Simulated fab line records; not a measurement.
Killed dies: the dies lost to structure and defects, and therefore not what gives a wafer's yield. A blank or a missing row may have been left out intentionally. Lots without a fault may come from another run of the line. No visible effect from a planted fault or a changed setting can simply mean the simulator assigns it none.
fab line records	flow sky130
record: lots: 10	wafers: 30	lastDay: 50
route steps=708 shown METAL2@501 VIA2@509
lots untouched by any fault: they come from a run of this same line in which no faults occurred
startH: hours from the record's first day to the start of the lot's first wafer shown	waitH: how many hours have passed since the lot's step before this one	" same as the row above	L1.1+2: a single row standing in for several wafers	- value missing, or start not given	* or withheld: withheld	< > ~ a bound
route shown NAME@n: names a module that has steps shown in the file, with the first one's number in the route	usual: the fault-free wafers' mean and standard deviation	same: alike in all rows	chamber/n: place in a boat	sites: readings site by site	_std_site: standard deviation across them	_edge_site: inner sites' mean taken away from outer sites' mean	radiusMm: how far each site lies from the wafer's centre	mask NAME#n: copy n	behind: tool/chamber where the wafer was last shaped	hold: cause of the lot's hold/its duration in hours/its outcome	device: whichever transistor did not switch (one of n, p or np)	end of line: at the end of the route, the tests of the same wafers	step lacking rows: just its recipe	killed: dies that structure and defects cost at the first sort, which is not the same as the wafer's yield	map: a wafer's dies, marking killed ones x, the rest . and places with no die _
set.NAME: the setting the step ran with; set.NAME@STEP: the setting that earlier step ran with	model.NAME: the simulator's own value behind a step, which no gauge read
the route's steps for a sample of lots (tables are steps, rows are wafers)
services: when a tool's chamber went out of use (startH, in hours from the record's first day, below 0 if earlier), for how many hours, and the reason
== steps ==
step: SKY_METAL2_ETCH_18
recipe: chemistry: N2/H2	target: BARC	ionEnergyEv: 200	biasW: 100	pressureMtorr: 30	n2FlowSccm: 100	h2FlowSccm: 200	icpW: 500	stopOn: SiO2	timeS: 45.9	targetDepthA: 600
usual: biasW: 100.04/0.29	drypumpMotorCurrentA: 5.3/0.35	oesProductAu: 0.855/0.0047	rfFwdPowerW: 495.0/2.5	throttleValvePct: 13.225/0.009
lot.wafer	tool	chamber	startH	waitH	biasW	drypumpMotorCurrentA	oesProductAu	rfFwdPowerW	rfHoursCounterH	throttleValvePct
L185.2	rieMetal-01	0	811.46	0.0	99.56	5.3	0.858	491.8	8	13.225
L185.3	"	0	"	"	99.78	5.3	0.858	491.8	-	13.224
L185.4	"	1	"	"	99.35	5.7	0.849	498.2	-	13.212
L188.1	rieMetal-01	0	835.12	0.1	100.08	5.3	0.848	491.4	9	13.214
L188.5	"	0	"	"	99.78	5.3	0.858	492.1	-	13.221
L188.6	"	0	"	"	100.06	5.3	0.851	492.2	-	13.237
L190.2	rieMetal-03	1	884.54	0.0	99.64	6.3	0.859	496.7	1	13.233
L190.5	"	0	"	"	100.01	5.4	0.856	496.9	-	13.221
L190.6	"	1	"	"	100.14	6.3	0.849	494.5	-	13.221
L192.1	rieMetal-02	0	886.20	0.0	99.61	4.9	0.855	494.2	3	13.235
L192.3	"	1	"	"	100.00	5.1	0.852	496.1	-	13.215
L192.4	"	0	"	"	100.57	4.9	0.851	496.7	-	13.220
L193.2	rieMetal-01	1	888.49	0.0	99.88	5.7	0.868	498.5	1	13.216
L193.5	"	0	"	"	100.10	5.3	0.854	492.0	-	13.207
L193.6	"	1	"	"	99.87	5.7	0.858	499.1	-	13.218
L195.1	rieMetal-02	1	890.66	0.0	100.43	5.0	0.849	495.9	3	13.214
L195.3	"	0	"	"	100.07	4.8	0.853	496.7	-	13.235
L195.6	"	1	"	"	99.88	5.1	0.854	495.5	-	13.224
L198.2	rieMetal-01	0	916.01	0.0	100.44	5.3	0.853	493.4	12	13.235
L198.4	"	1	"	"	99.93	5.7	0.860	494.4	-	13.226
L198.5	"	0	"	"	99.96	5.3	0.852	491.6	-	13.220
L206.3	rieMetal-01	1	988.87	0.0	99.39	5.7	0.853	497.0	-	13.216
L206.4	"	0	"	"	99.61	5.3	0.859	492.3	-	13.226
L206.5	"	1	"	"	99.53	5.7	0.852	497.8	-	13.235
L207.1	rieMetal-02	0	989.20	0.0	99.57	4.9	0.857	498.6	9	13.213
L207.3	"	0	"	"	99.80	4.9	0.853	496.0	-	13.221
L207.5	"	1	"	"	99.84	5.1	0.860	493.6	-	13.236
L208.1	rieMetal-01	1	1007.79	0.0	100.48	5.7	0.851	497.1	6	13.226
L208.2	"	0	"	"	100.03	5.3	0.859	492.5	15	13.222
L208.3	"	1	"	"	100.64	5.7	0.851	497.3	-	13.223
step: SKY_METAL2_STRIP_20
recipe: chemistry: O2/N2	powerW: 1400	pressureMtorr: 1500	platenTempC: withheld	o2FlowSccm: 3000	n2FlowSccm: 300	overashFraction: 0.5
usual: drypumpMotorCurrentA: 5.53/0.26	oesProductAu: 0.343/0.005	stripTimeToEndpointS: 2.68/0.033
lot.wafer	tool	chamber	startH	waitH	drypumpMotorCurrentA	oesProductAu	rfHoursCounterH	stripTimeToEndpointS
L185.2	plasmaAsher-01	1	811.61	0.1	5.89	0.340	101	2.64
L185.3	"	1	"	"	5.91	0.337	-	2.64
L185.4	"	0	"	"	5.48	0.348	-	2.70
L188.1	plasmaAsher-03	1	835.42	0.1	5.49	0.343	72	2.65
L188.5	"	0	"	"	5.39	0.340	-	2.63
L188.6	"	1	"	"	5.48	0.346	-	2.64
L190.2	plasmaAsher-01	0	884.69	0.1	5.48	0.337	108	2.64
L190.5	"	1	"	"	5.90	0.347	-	2.62
L190.6	"	0	"	"	5.49	0.346	-	2.70
L192.1	plasmaAsher-03	1	886.36	0.1	5.46	0.351	77	2.69
L192.3	"	0	"	"	5.38	0.341	-	2.72
L192.4	"	1	"	"	5.48	0.333	-	2.69
L193.2	plasmaAsher-03	0	888.64	0.1	5.39	0.348	77	2.72
L193.5	"	1	"	"	5.47	0.337	-	2.63
L193.6	"	0	"	"	5.38	0.354	-	2.71
L195.1	plasmaAsher-03	1	890.81	0.1	5.50	0.345	77	2.68
L195.3	"	0	"	"	5.39	0.330	-	2.66
L195.6	"	0	"	"	5.39	0.334	-	2.71
L198.2	plasmaAsher-02	1	916.16	0.1	5.02	0.338	49	2.66
L198.4	"	1	"	"	5.04	0.342	-	2.73
L198.5	"	1	"	"	5.03	0.346	-	2.68
L206.3	plasmaAsher-03	0	989.04	0.1	5.39	0.348	-	2.72
L206.4	"	1	"	"	5.49	0.344	-	2.67
L206.5	"	1	"	"	5.48	0.343	-	2.73
L207.1	plasmaAsher-02	0	989.35	0.1	6.04	0.333	56	2.69
L207.3	"	0	"	"	6.02	0.342	-	2.70
L207.5	"	0	"	"	5.95	0.345	-	2.72
L208.1	plasmaAsher-03	1	1007.94	0.1	5.50	0.347	89	2.78
L208.2	"	0	"	"	5.40	0.334	89	2.65
L208.3	"	0	"	"	5.39	0.344	-	2.71
step: SKY_VIA2_CMP_02
recipe: material: SiO2	downForcePsi: 4	platenRpm: 60	padVelocityMS: 0.94248
usual: motorCurrentA: 11.8/0.96	retainingRingPressureFrac: 1.000/0.005	slurryFlowMlMin: 150.0/0.43
lot.wafer	tool	chamber	startH	waitH	motorCurrentA	retainingRingPressureFrac	slurryFlowMlMin
L185.3	cmp-01	1	812.39	0.0	10.3	1.003	149.9
L185.4	"	2	"	"	13.6	0.996	149.8
L185.2	"	0	"	"	12.2	0.994	149.2
L188.1	cmp-01	0	836.23	0.1	12.7	0.997	150.0
L188.5	"	0	"	"	12.6	0.994	150.2
L188.6	"	1	"	"	10.5	1.002	149.3
L190.2	cmp-02	2	885.55	0.1	12.1	0.987	150.6
L190.6	"	1	"	"	11.1	1.005	150.4
L190.5	"	2	"	"	11.4	0.990	148.9
L192.4	cmp-01	0	887.13	0.0	12.9	0.993	149.8
L192.1	"	1	"	"	10.8	1.001	150.4
L192.3	"	2	"	"	13.2	0.993	150.3
L193.2	cmp-01	0	889.42	0.0	13.0	1.000	150.6
L193.6	"	0	"	"	13.2	1.000	150.3
L193.5	"	1	"	"	11.2	1.006	150.5
L195.3	cmp-01	3	891.59	0.0	10.8	0.995	149.9
L195.1	"	1	"	"	10.7	0.999	149.9
L195.6	"	3	"	"	10.7	1.003	149.8
L198.2	cmp-01	1	916.97	0.0	11.1	0.999	149.8
L198.4	"	0	"	"	12.5	1.001	149.5
L198.5	"	2	"	"	13.2	1.006	149.4
L206.3	cmp-01	3	992.54	2.8	11.0	0.999	149.5
L206.4	"	0	"	"	12.6	0.995	150.2
L206.5	"	2	"	"	13.9	1.003	149.9
L207.3	cmp-02	3	992.78	2.7	11.7	1.001	150.3
L207.1	"	2	"	"	12.0	1.001	150.1
L207.5	"	3	"	"	11.4	1.008	150.4
L208.3	cmp-01	0	1008.75	0.0	12.9	1.008	149.5
L208.2	"	2	"	"	13.0	0.997	150.2
L208.1	"	3	"	"	10.5	1.001	150.1
step: SKY_VIA2_CD_MEAS_12
recipe: targetCdNm: 200
usual: cdNm: 199.8/1.3
lot.wafer	tool	chamber	startH	waitH	cdNm
L185.2	cdSem-02	-	838.73	-	198.5
L185.3	"	-	"	"	198.2
L185.4	"	-	"	"	198.3
L188.1	cdSem-02	-	861.96	-	200.3
L188.5	"	-	"	"	199.7
L188.6	"	-	"	"	200.0
L190.2	cdSem-01	-	911.35	-	200.5
L190.5	"	-	"	"	201.2
L190.6	"	-	"	"	199.6
L192.1	cdSem-01	-	912.72	-	199.2
L192.3	"	-	"	"	197.7
L192.4	"	-	"	"	198.8
L193.2	cdSem-01	-	915.41	-	199.3
L193.5	"	-	"	"	200.7
L193.6	"	-	"	"	199.8
L195.1	cdSem-01	-	917.21	-	199.7
L195.3	"	-	"	"	199.0
L195.6	"	-	"	"	200.4
L198.2	cdSem-02	-	941.28	-	201.2
L198.4	"	-	"	"	201.2
L198.5	"	-	"	"	201.1
L206.3	cdSem-02	-	1014.40	-	198.2
L206.4	"	-	"	"	198.5
L206.5	"	-	"	"	199.7
L207.1	cdSem-01	-	1014.71	-	198.3
L207.3	"	-	"	"	199.8
L207.5	"	-	"	"	199.4
L208.1	cdSem-01	-	1031.76	-	198.1
L208.2	"	-	"	"	199.7
L208.3	"	-	"	"	200.8
step: SKY_VIA2_ETCH_15
recipe: target: SiO2	chemistry: C4F8/O2/Ar	targetDepthNm: 546	stopOn: TiN	maskMaterial: KrF-thick	sourceW: 1500	biasW: 1200	pressureMtorr: 40	c4f8FlowSccm: withheld	O2_flow_sccm: 6	Ar_flow_sccm: 300	timeS: 84
usual: biasW: 1200/3.5	oesProductAu: 0.939/0.0041	rfFwdPowerW: 1490/5.1
lot.wafer	tool	chamber	startH	waitH	biasW	oesProductAu	rfFwdPowerW	rfHoursCounterH
L185.2	rieDiel-01	1	838.91	0.0	1203	0.937	1501	8
L185.3	"	2	"	"	1199	0.944	1494	7
L185.4	"	1	"	"	1195	0.929	1488	-
L188.1	rieDiel-01	1	862.16	0.0	1202	0.936	1490	8
L188.5	"	3	"	"	1195	0.932	1488	-
L188.6	"	0	"	"	1206	0.937	1476	-
L190.2	rieDiel-04	0	911.53	0.0	1201	0.933	1493	5
L190.5	"	2	"	"	1201	0.938	1487	-
L190.6	"	3	"	"	1198	0.939	1485	-
L192.1	rieDiel-04	1	912.92	0.0	1204	0.937	1498	15
L192.3	"	2	"	"	1201	0.940	1484	20
L192.4	"	0	"	"	1199	0.937	1490	5
L193.2	rieDiel-01	2	915.59	0.0	1192	0.880	1490	10
L193.5	"	1	"	"	1195	0.880	1491	-
L193.6	"	0	"	"	1202	0.884	1477	-
L195.1	rieDiel-03	3	917.41	0.0	1202	0.880	1492	3
L195.3	"	2	"	"	1198	0.886	1492	13
L195.6	"	0	"	"	1202	0.890	1497	-
L198.2	rieDiel-03	0	941.46	0.0	1200	0.877	1495	7
L198.4	"	1	"	"	1202	0.875	1503	12
L198.5	"	3	"	"	1198	0.884	1493	-
L206.3	rieDiel-04	0	1014.56	0.0	1198	0.940	1494	9
L206.4	"	3	"	"	1196	0.938	1488	21
L206.5	"	3	"	"	1205	0.932	1488	-
L207.1	rieDiel-03	3	1014.91	0.0	1192	0.936	1488	6
L207.3	"	2	"	"	1204	0.945	1493	16
L207.5	"	1	"	"	1201	0.943	1491	-
L208.1	rieDiel-03	0	1031.96	0.0	1197	0.944	1490	9
L208.2	"	1	"	"	1197	0.938	1487	14
L208.3	"	2	"	"	1199	0.939	1495	17
== services ==
tool	chamber	startH	hours	kind
rieDiel-03	0	789.38	15.6	repair
rieDiel-01	3	790.57	11.1	repair
rieDiel-01	0	806.01	16.1	repair
rieDiel-03	3	845.05	2.0	repair
rieMetal-02	0	854.29	30.0	repair
cmp-01	-	861.58	4.8	pm
rieDiel-01	-	863.41	0.3	repair
rieDiel-03	2	869.44	5.7	repair
cmp-01	-	884.46	1.6	repair
rieDiel-03	1	891.68	16.5	repair
rieDiel-01	0	893.94	7.2	repair
cmp-01	-	901.76	2.8	repair
rieMetal-01	-	934.53	28.1	pm
rieDiel-04	2	946.14	21.9	repair
rieDiel-04	2	992.61	14.2	repair
rieMetal-01	-	993.61	0.2	repair
rieMetal-02	-	994.45	1.2	repair
rieDiel-01	2	997.33	4.7	repair
rieMetal-02	1	998.34	22.1	repair
rieDiel-01	0	998.51	10.7	repair
rieMetal-01	-	1003.69	1.4	pm
rieMetal-02	0	1015.91	9.0	repair
rieDiel-03	1	1019.52	4.4	repair
rieDiel-03	3	1021.57	12.0	repair
== key ==
firstSign: step: SKY_VIA2_ETCH_15	reading: oesProductAu	direction: down	sigmas: 14	usual: 0.939	struck: 0.882
effect none on later readings
metAt SKY_VIA2_CMP_02
struckLots L193,L195,L198
notActingAt SKY_METAL2_ETCH_18,SKY_METAL2_STRIP_20,SKY_VIA2_CD_MEAS_12
onsetBetween 887.13 889.42
fault: kind: processParameterDrift	tool: cmp-01	chamber: -	onsetH: 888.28	steps: SKY_VIA2_CMP_02	channel: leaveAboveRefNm	offset: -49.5	shape: step	endH: 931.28	actsIn: theseRecipesOnly	stated: 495
